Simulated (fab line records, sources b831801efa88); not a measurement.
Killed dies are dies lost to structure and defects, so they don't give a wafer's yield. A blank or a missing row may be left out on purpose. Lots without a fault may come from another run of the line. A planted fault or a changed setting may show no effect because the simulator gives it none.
fab line records | flow sky130 | part 1 of 2: steps 1 to 26 of 35
record lots=5 wafers=15 last_day=50
route steps=708 shown SD_N@347 SD_P@359 RES_XHIGH@360 SALICIDE@361 LI_CONTACT@362
lots that met no fault: from a run of the same line without faults
start_h: hours from the record's first day to the start of the lot's first wafer shown | wait_h: hours since the lot's step before | " the same as in the row above | L1.1+2: a row that stands for several wafers | - no value, or no start given | * or withheld: withheld | < > ~ a bound
route shown NAME@n: a module of which the file shows steps, and the number in the route of the first | usual: mean/standard deviation of fault-free wafers | same: alike in all rows | chamber/n: place in a boat | sites: the reading at each site | _std_site: their standard deviation | _edge_site: outer sites' mean less inner sites' | radius_mm: how far each site lies from the wafer's centre | mask NAME#n: copy n | behind: the tool/chamber that last shaped the wafer | hold: why the lot was held/for how many hours/how that ended | device: the transistor (n, p or np) that didn't switch | end of line: the same wafers' tests at the end of the route | a step without rows: its recipe alone | killed: dies lost to structure and defects at the first sort, not the wafer's yield | map: a wafer's dies, x killed, . not, _ none there
set.NAME: the setting as run; set.NAME@STEP: as run at that earlier step | model.NAME: the simulator's own value behind a step, which no gauge read
lots at some steps of the route; a table a step, a row a wafer
services: from which hour (start_h, from the record's first day; less than 0 if before it) a tool's chamber was out of use, for how many hours, and why
## steps
# step SKY_SD_N_PEB_05
# recipe temp_c=withheld time_s=* resist=NOVOLAK
# usual exhaust_pa=45.1/0.82
# columns lot.wafer tool chamber start_h wait_h exhaust_pa
L080.1 litho_track-01 0 - - 45.0
L080.5 " 0 " " 44.5
L080.6 " 0 " " 46.1
L084.1 litho_track-04 0 - - 45.5
L084.2 " 0 " " 45.8
L084.3 " 0 " " 45.0
L086.1 litho_track-04 0 - - 46.2
L086.2 " 0 " " 45.0
L086.6 " 0 " " 44.6
L096.3 litho_track-01 0 - - 44.3
L096.4 " 0 " " 43.2
L096.6 " 0 " " 44.7
L097.2 litho_track-03 0 - - 44.4
L097.5 " 0 " " 45.9
L097.6 " 0 " " 45.6
# step SKY_SD_N_DEVELOP_06
# recipe resist=NOVOLAK developer=TMAH develop_time_s=60 dev_temp_c=23
# usual exhaust_pa=45.0/0.89
# columns lot.wafer tool chamber start_h wait_h exhaust_pa
L080.1 litho_track-01 0 706.17 0.1 46.2
L080.5 " 0 " " 45.1
L080.6 " 0 " " 44.2
L084.1 litho_track-04 0 747.91 0.1 45.7
L084.2 " 0 " " 45.6
L084.3 " 0 " " 46.8
L086.1 litho_track-04 0 750.06 0.1 45.9
L086.2 " 0 " " 46.4
L086.6 " 0 " " 46.2
L096.3 litho_track-01 0 815.97 0.1 43.9
L096.4 " 0 " " 43.8
L096.6 " 0 " " 44.8
L097.2 litho_track-03 0 817.68 0.1 46.1
L097.5 " 0 " " 45.6
L097.6 " 0 " " 44.6
# step SKY_SD_N_CD_MEAS_07
# recipe target_cd_nm=380
# usual cd_nm=381/3.1
# columns lot.wafer tool chamber start_h wait_h cd_nm
L080.1 cd_sem-01 - 706.32 0.1 384
L080.5 " - " " 382
L080.6 " - " " 385
L084.1 cd_sem-02 - 748.06 0.1 377
L084.2 " - " " 379
L084.3 " - " " 379
L086.1 cd_sem-01 - 750.21 0.1 383
L086.2 " - " " 385
L086.6 " - " " 383
L096.3 cd_sem-01 - 816.11 0.1 385
L096.4 " - " " 387
L096.6 " - " " 384
L097.2 cd_sem-01 - 817.83 0.1 381
L097.5 " - " " 383
L097.6 " - " " 380
# step SKY_SD_N_OVL_MEAS_08
# usual SD_N_OVL=-0.2/1.5
# columns lot.wafer tool chamber start_h wait_h SD_N_OVL[nm]
L080.1 overlay-02 - 706.44 0.1 3.1
L080.5 " - " " 0.3
L080.6 " - " " 0.8
L084.1 overlay-02 - 748.18 0.1 0.8
L084.2 " - " " 0.5
L084.3 " - " " 0.2
L086.1 overlay-02 - 750.33 0.1 -1.5
L086.2 " - " " 0.1
L086.6 " - " " 0.7
L096.3 overlay-01 - 816.20 0.1 -2.3
L096.4 " - " " -1.5
L096.6 " - " " -1.7
L097.2 overlay-02 - 817.93 0.1 0.0
L097.5 " - " " -0.2
L097.6 " - " " -1.9
# step SKY_SD_N_IMPLANT_09
# recipe species=As energy_kev=50 dose_cm2=4e+15 tilt_deg=0
# usual beam_on_s=17.9/0.93
# columns lot.wafer tool chamber start_h wait_h beam_on_s
L080.1 implanter-02 0 706.47 0.0 18.7
L080.5 " 0 " " 19.2
L080.6 " 0 " " 19.0
L084.1 implanter-02 0 748.21 0.0 18.7
L084.2 " 0 " " 18.5
L084.3 " 0 " " 18.2
L086.1 implanter-02 0 750.36 0.0 18.4
L086.2 " 0 " " 18.0
L086.6 " 0 " " 19.1
L096.3 implanter-02 0 816.27 0.1 19.4
L096.4 " 0 " " 18.5
L096.6 " 0 " " 18.9
L097.2 implanter-01 0 817.99 0.0 18.4
L097.5 " 0 " " 18.5
L097.6 " 0 " " 18.5
# step SKY_SD_N_IMPLANT_10
# recipe species=P energy_kev=20 dose_cm2=1e+14 tilt_deg=0
# usual beam_on_s=10.6/0.49
# columns lot.wafer tool chamber start_h wait_h beam_on_s
L080.1 implanter-02 0 706.62 0.1 10.9
L080.5 " 0 " " 11.2
L080.6 " 0 " " 11.2
L084.1 implanter-02 0 748.36 0.1 10.6
L084.2 " 0 " " 11.1
L084.3 " 0 " " 11.1
L086.1 implanter-02 0 750.51 0.1 10.9
L086.2 " 0 " " 10.9
L086.6 " 0 " " 11.0
L096.3 implanter-02 0 816.42 0.1 10.5
L096.4 " 0 " " 11.0
L096.6 " 0 " " 11.4
L097.2 implanter-01 0 818.14 0.1 10.7
L097.5 " 0 " " 10.4
L097.6 " 0 " " 10.8
# step SKY_SD_N_STRIP_11
# recipe chemistry=O2/N2 power_w=1400 pressure_mtorr=1500 platen_temp_c=withheld o2_flow_sccm=3000 n2_flow_sccm=300 overash_fraction=0.5
# usual drypump_motor_current_A=5.6/0.48 o2_flow_sccm=3002/8.5 oes_product_au=0.528/0.0043 strip_time_to_endpoint_s=22.56/0.039
# columns lot.wafer tool chamber start_h wait_h drypump_motor_current_A o2_flow_sccm oes_product_au rf_hours_counter_h strip_time_to_endpoint_s
L080.1 plasma_asher-04 1 706.77 0.1 5.2 2991 0.528 27 22.56
L080.5 " 1 " " 5.2 3003 0.526 - 22.57
L080.6 " 0 " " 6.2 3004 0.537 - 22.51
L084.1 plasma_asher-02 0 748.51 0.1 5.0 3010 0.533 66 22.57
L084.2 " 1 " " 5.5 3004 0.537 66 22.59
L084.3 " 1 " " 5.5 3002 0.529 - 22.59
L086.1 plasma_asher-02 0 750.66 0.1 5.0 3009 0.525 66 22.58
L086.2 " 1 " " 5.5 2997 0.524 66 22.55
L086.6 " 0 " " 5.0 3018 0.527 - 22.56
L096.3 plasma_asher-02 1 816.56 0.1 5.5 2994 0.532 - 22.56
L096.4 " 0 " " 5.1 2990 0.528 - 22.51
L096.6 " 0 " " 5.0 2985 0.520 - 22.56
L097.2 plasma_asher-03 1 818.26 0.1 6.5 3002 0.519 7 22.48
L097.5 " 0 " " 5.8 3016 0.527 - 22.48
L097.6 " 1 " " 6.5 3009 0.530 - 22.45
# step SKY_SD_N_TW_MEAS_12
# usual SD_N_TW=3958/40
# columns lot.wafer tool chamber start_h wait_h SD_N_TW
L080.1 film_metro-03 - 706.87 0.1 4019
L080.5 " - " " 3996
L080.6 " - " " 4007
L084.1 film_metro-03 - 748.61 0.1 4031
L084.2 " - " " 4015
L084.3 " - " " 4017
L086.1 film_metro-03 - 750.76 0.1 4008
L086.2 " - " " 4013
L086.6 " - " " 3982
L096.3 film_metro-01 - 816.64 0.1 3916
L096.4 " - " " 3923
L096.6 " - " " 3908
L097.2 film_metro-04 - 818.37 0.1 3993
L097.5 " - " " 3970
L097.6 " - " " 3978
# step SKY_SD_N_CLEAN_13
# recipe chemistry=SC1/SC2 mix=1:4:20 temp_c=70 time_s=150 dry=n2_spin
# usual bath_guard_temp_C=70.4/0.48
# columns lot.wafer tool chamber start_h wait_h bath_guard_temp_C
L080.1 wet_bench-04 1 706.93 0.1 70.8
L080.5 " 1 " " 70.9
L080.6 " 1 " " 70.6
L084.1 wet_bench-02 2 748.67 0.1 70.9
L084.2 " 2 " " 70.6
L084.3 " 2 " " 70.7
L086.1 wet_bench-04 1 750.82 0.1 70.7
L086.2 " 1 " " 70.8
L086.6 " 1 " " 71.0
L096.3 wet_bench-02 1 816.68 0.0 69.6
L096.4 " 1 " " 69.7
L096.6 " 1 " " 69.8
L097.2 wet_bench-02 0 818.42 0.0 71.0
L097.5 " 0 " " 71.0
L097.6 " 0 " " 70.8
# step SKY_SD_N_RTA_14
# recipe temp_c=1075 time_s=2 idle_temp_c=650 ramp_up_c_per_s=150 ramp_down_c_per_s=90 ambient=N2
# usual lamp_power_pct=15.73/0.056 ramp_down_c_per_s=90.000/0.016 wafer_temp_C_max=1078.0/1.2
# columns lot.wafer tool chamber start_h wait_h lamp_power_pct ramp_down_c_per_s wafer_temp_C_max
L080.1 rtp_anneal-01 0 706.99 0.0 15.80 90.028 1077.6
L080.5 " 0 " " 15.73 89.994 1077.2
L080.6 " 0 " " 15.79 89.977 1079.1
L084.1 rtp_anneal-02 0 748.73 0.0 15.68 89.999 1078.5
L084.2 " 0 " " 15.74 89.981 1079.3
L084.3 " 0 " " 15.74 89.984 1080.2
L086.1 rtp_anneal-01 0 750.87 0.0 15.71 89.995 1077.5
L086.2 " 0 " " 15.85 89.991 1077.5
L086.6 " 0 " " 15.82 90.016 1077.1
L096.3 rtp_anneal-02 0 816.75 0.0 15.74 90.035 1076.5
L096.4 " 0 " " 15.72 90.018 1078.4
L096.6 " 0 " " 15.77 89.995 1077.7
L097.2 rtp_anneal-01 0 818.48 0.0 15.72 89.986 1079.9
L097.5 " 0 " " 15.75 89.990 1077.0
L097.6 " 0 " " 15.75 89.994 1074.4
# step SKY_SD_N_RS_MEAS_16
# recipe thk_meas_gauge=four-point-probe
# usual SD_N_RS=68.69/0.11
# columns lot.wafer tool chamber start_h wait_h SD_N_RS[ohm/sq]
L080.1 film_metro-01 - 707.16 0.1 68.69
L080.5 " - " " 68.88
L080.6 " - " " 68.69
L084.1 film_metro-03 - 748.90 0.1 68.74
L084.2 " - " " 68.64
L084.3 " - " " 68.70
L086.1 film_metro-01 - 751.05 0.1 68.61
L086.2 " - " " 68.58
L086.6 " - " " 68.66
L096.3 film_metro-04 - 816.95 0.1 68.51
L096.4 " - " " 68.64
L096.6 " - " " 68.70
L097.2 film_metro-01 - 818.67 0.1 68.59
L097.5 " - " " 68.68
L097.6 " - " " 68.59
# step SKY_SD_N_RS_MEAS_17
# recipe thk_meas_gauge=four-point-probe
# usual SD_P_RS=147.4/0.39
# columns lot.wafer tool chamber start_h wait_h SD_P_RS[ohm/sq]
L080.1 film_metro-01 - 707.28 0.1 147.4
L080.5 " - " " 147.7
L080.6 " - " " 147.3
L084.1 film_metro-03 - 749.02 0.1 147.2
L084.2 " - " " 147.1
L084.3 " - " " 147.1
L086.1 film_metro-01 - 751.17 0.1 147.7
L086.2 " - " " 147.0
L086.6 " - " " 147.7
L096.3 film_metro-04 - 817.07 0.1 147.2
L096.4 " - " " 146.5
L096.6 " - " " 147.3
L097.2 film_metro-01 - 818.79 0.1 147.4
L097.5 " - " " 147.4
L097.6 " - " " 147.7
# step SKY_SD_N_RS_MEAS_18
# recipe thk_meas_gauge=four-point-probe
# usual RES_XHIGH_RS=333.6/1.2
# columns lot.wafer tool chamber start_h wait_h RES_XHIGH_RS[ohm/sq]
L080.1 film_metro-01 - 707.40 0.1 330.8
L080.5 " - " " 331.9
L080.6 " - " " 332.4
L084.1 film_metro-03 - 749.14 0.1 334.8
L084.2 " - " " 334.9
L084.3 " - " " 335.4
L086.1 film_metro-01 - 751.29 0.1 334.7
L086.2 " - " " 334.0
L086.6 " - " " 335.0
L096.3 film_metro-04 - 817.19 0.1 335.3
L096.4 " - " " 333.4
L096.6 " - " " 334.1
L097.2 film_metro-01 - 818.91 0.1 333.6
L097.5 " - " " 332.8
L097.6 " - " " 333.9
# step SKY_SALICIDE_CLEAN_00
# recipe chemistry=HF-last time_s=30 dilution=100:1 dry=ipa_marangoni
# columns lot.wafer tool chamber start_h wait_h
L080.1+5+6 wet_bench-03 3 707.52 0.1
L084.1+2+3 wet_bench-01 2 749.26 0.1
L086.1+2+6 wet_bench-01 0 751.41 0.1
L096.3+4+6 wet_bench-04 0 817.27 0.1
L097.2+5+6 wet_bench-03 1 819.01 0.1
# step SKY_LI_CONTACT_HDPCVD_00
# recipe material=PSG target_thk_nm=930 sigma_open_frac=0.3 time_s=155 temp_c=600 sih4_flow_sccm=60 pressure_mtorr=6
# usual sih4_flow_sccm=59.98/0.19
# columns lot.wafer tool chamber start_h wait_h sih4_flow_sccm
L080.1 hdpcvd-02 1 707.54 0.0 60.08
L080.5 " 0 " " 59.97
L080.6 " 2 " " 59.80
L084.1 hdpcvd-01 0 749.28 0.0 59.56
L084.2 " 2 " " 60.02
L084.3 " 1 " " 60.21
L086.1 hdpcvd-02 1 751.42 0.0 60.37
L086.2 " 0 " " 60.03
L086.6 " 1 " " 59.77
L096.3 hdpcvd-01 0 817.28 0.0 59.78
L096.4 " 2 " " 59.72
L096.6 " 0 " " 59.86
L097.2 hdpcvd-02 1 819.02 0.0 60.46
L097.5 " 2 " " 59.70
L097.6 " 1 " " 60.06
# step SKY_LI_CONTACT_THK_MEAS_01
# recipe reads=PSG_of_LI_CONTACT_HDPCVD_00
# usual LI_CONTACT_HDPCVD_THK=932/11
# columns lot.wafer tool chamber start_h wait_h LI_CONTACT_HDPCVD_THK[nm]
L080.1 film_metro-04 - 707.64 0.1 928
L080.5 " - " " 942
L080.6 " - " " 932
L084.1 film_metro-01 - 749.38 0.1 937
L084.2 " - " " 917
L084.3 " - " " 917
L086.1 film_metro-04 - 751.52 0.1 923
L086.2 " - " " 927
L086.6 " - " " 926
L096.3 film_metro-04 - 817.41 0.1 949
L096.4 " - " " 917
L096.6 " - " " 949
L097.2 film_metro-04 - 819.14 0.1 939
L097.5 " - " " 915
L097.6 " - " " 940
# step SKY_LI_CONTACT_CMP_02
# recipe material=PSG down_force_psi=4 platen_rpm=60 pad_velocity_m_s=0.94248
# usual head_pressure_psi=4.000/0.0089 motor_current_A=12.3/1.1 slurry_flow_ml_min=149.9/0.45 time_to_endpoint_s=33/3.3
# columns lot.wafer tool chamber start_h wait_h head_pressure_psi motor_current_A slurry_flow_ml_min time_to_endpoint_s
L080.1 cmp-01 3 707.75 0.1 4.000 11.1 149.2 29
L080.5 " 2 " " 4.010 12.5 151.0 33
L080.6 " 3 " " 3.992 11.1 149.8 32
L084.1 cmp-01 0 749.46 0.1 3.987 13.4 150.2 40
L084.2 " 1 " " 4.001 11.6 150.3 34
L084.3 " 2 " " 4.005 13.2 150.3 36
L086.2 cmp-02 0 751.58 0.0 3.997 12.6 150.6 33
L086.1 " 2 " " 3.998 11.8 150.6 32
L086.6 " 1 " " 4.012 13.3 150.1 34
L096.4 cmp-02 2 817.45 0.0 4.001 12.3 149.5 32
L096.3 " 3 " " 4.001 10.0 149.7 29
L096.6 " 2 " " 4.013 12.4 149.8 33
L097.2 cmp-01 0 819.34 0.2 3.995 13.6 150.0 36
L097.6 " 1 " " 3.999 11.3 148.8 34
L097.5 " 2 " " 3.994 12.5 150.1 30
# step SKY_LI_CONTACT_BOW_MEAS_03
# recipe mode=bow
# usual LI_CONTACT_BOW=57/6.6
# columns lot.wafer tool chamber start_h wait_h LI_CONTACT_BOW[um]
L080.1 film_metro-01 - 708.00 0.2 52
L080.5 " - " " 55
L080.6 " - " " 59
L084.1 film_metro-01 - 749.78 0.3 54
L084.2 " - " " 62
L084.3 " - " " 55
L086.1 film_metro-04 - 751.88 0.1 53
L086.2 " - " " 66
L086.6 " - " " 61
L096.3 film_metro-01 - 817.79 0.2 60
L096.4 " - " " 64
L096.6 " - " " 58
L097.2 film_metro-01 - 819.51 0.1 57
L097.5 " - " " 54
L097.6 " - " " 55
# step SKY_LI_CONTACT_DEHYDRATE_04
# recipe temp_c=200 time_s=60
# usual exhaust_pa=45.1/0.92
# columns lot.wafer tool chamber start_h wait_h exhaust_pa
L080.1 litho_track-02 0 721.43 13.4 45.4
L080.5 " 0 " " 45.2
L080.6 " 0 " " 42.5
L084.1 litho_track-04 0 762.36 12.6 45.1
L084.2 " 0 " " 44.1
L084.3 " 0 " " 44.1
L086.1 litho_track-04 0 764.06 12.2 45.6
L086.2 " 0 " " 46.1
L086.6 " 0 " " 44.3
L096.3 litho_track-02 0 830.68 12.9 44.8
L096.4 " 0 " " 44.9
L096.6 " 0 " " 45.5
L097.2 litho_track-02 0 831.80 12.3 45.1
L097.5 " 0 " " 45.2
L097.6 " 0 " " 45.3
# step SKY_LI_CONTACT_HMDS_05
# recipe prime_time_s=60 prime_temp_c=120
# usual exhaust_pa=44.8/0.86 prime_temp_c=119.97/0.14
# columns lot.wafer tool chamber start_h wait_h exhaust_pa prime_temp_c
L080.1 litho_track-02 0 721.58 0.1 44.6 120.05
L080.5 " 0 " " 42.9 119.88
L080.6 " 0 " " 45.0 120.00
L084.1 litho_track-04 0 762.51 0.1 45.6 120.09
L084.2 " 0 " " 43.8 120.37
L084.3 " 0 " " 44.3 120.06
L086.1 litho_track-04 0 764.21 0.1 43.3 119.89
L086.2 " 0 " " 45.2 120.04
L086.6 " 0 " " 45.1 119.96
L096.3 litho_track-02 0 830.83 0.1 45.5 119.64
L096.4 " 0 " " 45.9 119.72
L096.6 " 0 " " 45.2 119.84
L097.2 litho_track-02 0 831.95 0.1 45.8 120.03
L097.5 " 0 " " 45.4 119.97
L097.6 " 0 " " 45.1 119.91
# step SKY_LI_CONTACT_COAT_06
# recipe resist=BARC temp_c=withheld time_s=withheld spin_rpm=3000 resist_thk_nm=60
# usual exhaust_pa=44.9/0.82
# columns lot.wafer tool chamber start_h wait_h exhaust_pa
L080.1 litho_track-02 0 721.73 0.1 45.5
L080.5 " 0 " " 45.2
L080.6 " 0 " " 45.0
L084.1 litho_track-04 0 762.66 0.1 45.0
L084.2 " 0 " " 44.1
L084.3 " 0 " " 45.4
L086.1 litho_track-04 0 764.36 0.1 46.5
L086.2 " 0 " " 46.0
L086.6 " 0 " " 45.7
L096.3 litho_track-02 0 830.98 0.1 44.9
L096.4 " 0 " " 45.1
L096.6 " 0 " " 43.6
L097.2 litho_track-02 0 832.10 0.1 44.7
L097.5 " 0 " " 45.7
L097.6 " 0 " " 45.6
# step SKY_LI_CONTACT_COAT_07
# recipe resist=KrF-thick spin_rpm=3000 resist_thk_nm=450
# usual exhaust_pa=45.2/1
# columns lot.wafer tool chamber start_h wait_h exhaust_pa
L080.1 litho_track-02 0 - - 43.9
L080.5 " 0 " " 45.4
L080.6 " 0 " " 44.6
L084.1 litho_track-04 0 - - 45.6
L084.2 " 0 " " 46.8
L084.3 " 0 " " 45.9
L086.1 litho_track-04 0 - - 46.1
L086.2 " 0 " " 45.0
L086.6 " 0 " " 44.8
L096.3 litho_track-02 0 - - 44.9
L096.4 " 0 " " 46.2
L096.6 " 0 " " 44.8
L097.2 litho_track-02 0 - - 46.2
L097.5 " 0 " " 46.1
L097.6 " 0 " " 46.1
# step SKY_LI_CONTACT_SOFTBAKE_08
# recipe temp_c=100 time_s=90 resist=KrF-thick
# usual exhaust_pa=45.1/0.81
# columns lot.wafer tool chamber start_h wait_h exhaust_pa
L080.1 litho_track-02 0 - - 46.1
L080.5 " 0 " " 45.6
L080.6 " 0 " " 45.5
L084.1 litho_track-04 0 - - 44.9
L084.2 " 0 " " 44.9
L084.3 " 0 " " 44.8
L086.1 litho_track-04 0 - - 45.6
L086.2 " 0 " " 45.0
L086.6 " 0 " " 46.2
L096.3 litho_track-02 0 - - 44.1
L096.4 " 0 " " 45.2
L096.6 " 0 " " 45.7
L097.2 litho_track-02 0 - - 44.4
L097.5 " 0 " " 44.4
L097.6 " 0 " " 43.6
# step SKY_LI_CONTACT_EXPOSE_09
# recipe mask_id=LICM1 na=0.8 source_shape=annular sigma_inner=0.55 sigma_outer=0.85 target_cd_nm=170 dose_mj=38
# columns lot.wafer tool chamber start_h wait_h mask
L080.1+5+6 krf_scanner-01 0 - - LICM1#0
L084.1+2+3 krf_scanner-02 0 - - LICM1#0
L086.1+2+6 krf_scanner-01 0 - - LICM1#0
L096.3+4+6 krf_scanner-01 0 - - LICM1#0
L097.2+5+6 krf_scanner-01 0 - - LICM1#0
# step SKY_LI_CONTACT_PEB_10
# recipe peb_temp_c=withheld peb_time_s=withheld resist=KrF-thick
# usual exhaust_pa=45.1/0.91
# columns lot.wafer tool chamber start_h wait_h exhaust_pa
L080.1 litho_track-01 0 - - 46.0
L080.5 " 0 " " 45.1
L080.6 " 0 " " 45.0
L084.1 litho_track-04 0 - - 43.4
L084.2 " 0 " " 45.1
L084.3 " 0 " " 44.3
L086.1 litho_track-01 0 - - 46.1
L086.2 " 0 " " 45.6
L086.6 " 0 " " 46.0
L096.3 litho_track-01 0 - - 42.3
L096.4 " 0 " " 44.2
L096.6 " 0 " " 43.9
L097.2 litho_track-02 0 - - 45.1
L097.5 " 0 " " 45.2
L097.6 " 0 " " 44.4
# step SKY_LI_CONTACT_DEVELOP_11
# recipe develop_time_s=60 resist=KrF-thick dev_temp_c=21
# usual exhaust_pa=45.0/0.89
# columns lot.wafer tool chamber start_h wait_h exhaust_pa
L080.1 litho_track-01 0 - - 44.9
L080.5 " 0 " " 45.6
L080.6 " 0 " " 44.9
L084.1 litho_track-04 0 - - 45.8
L084.2 " 0 " " 45.4
L084.3 " 0 " " 46.2
L086.1 litho_track-01 0 - - 45.4
L086.2 " 0 " " 45.8
L086.6 " 0 " " 44.0
L096.3 litho_track-01 0 - - 44.8
L096.4 " 0 " " 44.8
L096.6 " 0 " " 43.8
L097.2 litho_track-02 0 - - 45.6
L097.5 " 0 " " 46.1
L097.6 " 0 " " 44.1
